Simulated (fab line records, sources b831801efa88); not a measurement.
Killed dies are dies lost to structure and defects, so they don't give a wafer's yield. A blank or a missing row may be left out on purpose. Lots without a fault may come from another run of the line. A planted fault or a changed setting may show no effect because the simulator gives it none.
Which tool did it? | flow gf180mcu | 7 lots, 21 wafers sampled, at 1 step of a route of 602

WHAT THE GAUGES READ, wafer by wafer
GF_PSD_TW_MEAS_11.
lot  | measured     | on            | PSD_TW
L797 | day 14 17:30 | film_metro-04 | 3146 3134 3155
L801 | day 16 12:47 | film_metro-04 | 3175 3147 3148
L802 | day 16 18:50 | film_metro-01 | 3204 3192 3204
L804 | day 17 16:19 | film_metro-01 | 3172 3165 3171
L812 | day 20 18:44 | film_metro-01 | 3213 3225 3198
L815 | day 21 20:59 | film_metro-01 | 3216 3213 3226
L818 | day 22 13:17 | film_metro-02 | 3119 3134 3118

WHICH TOOL RAN EACH LOT (tool, then ch and the chambers of the sampled wafers, then the start)
The record holds no process step before these readings.

THE ANSWER, worked out from the rows above alone
Rule: what is usual is taken from the lots themselves. Put in order of their means at a reading, lots are off if they are a third of the lots or fewer, leave a main group of 4 or more, and stand apart from it by a gap of 3 or more times the standard deviation of the main group's means; of several such gaps the widest counts. A main group whose means are all the same, to the digits that the tables above print for the reading, isn't used. A lot without any number at a reading at which 4 lots or more have one is off too. The other lots that the step has rows for count as sound.
No lot is off at any reading shown: from this, nothing can be told.

WHAT THE SIMULATOR HAD PUT IN
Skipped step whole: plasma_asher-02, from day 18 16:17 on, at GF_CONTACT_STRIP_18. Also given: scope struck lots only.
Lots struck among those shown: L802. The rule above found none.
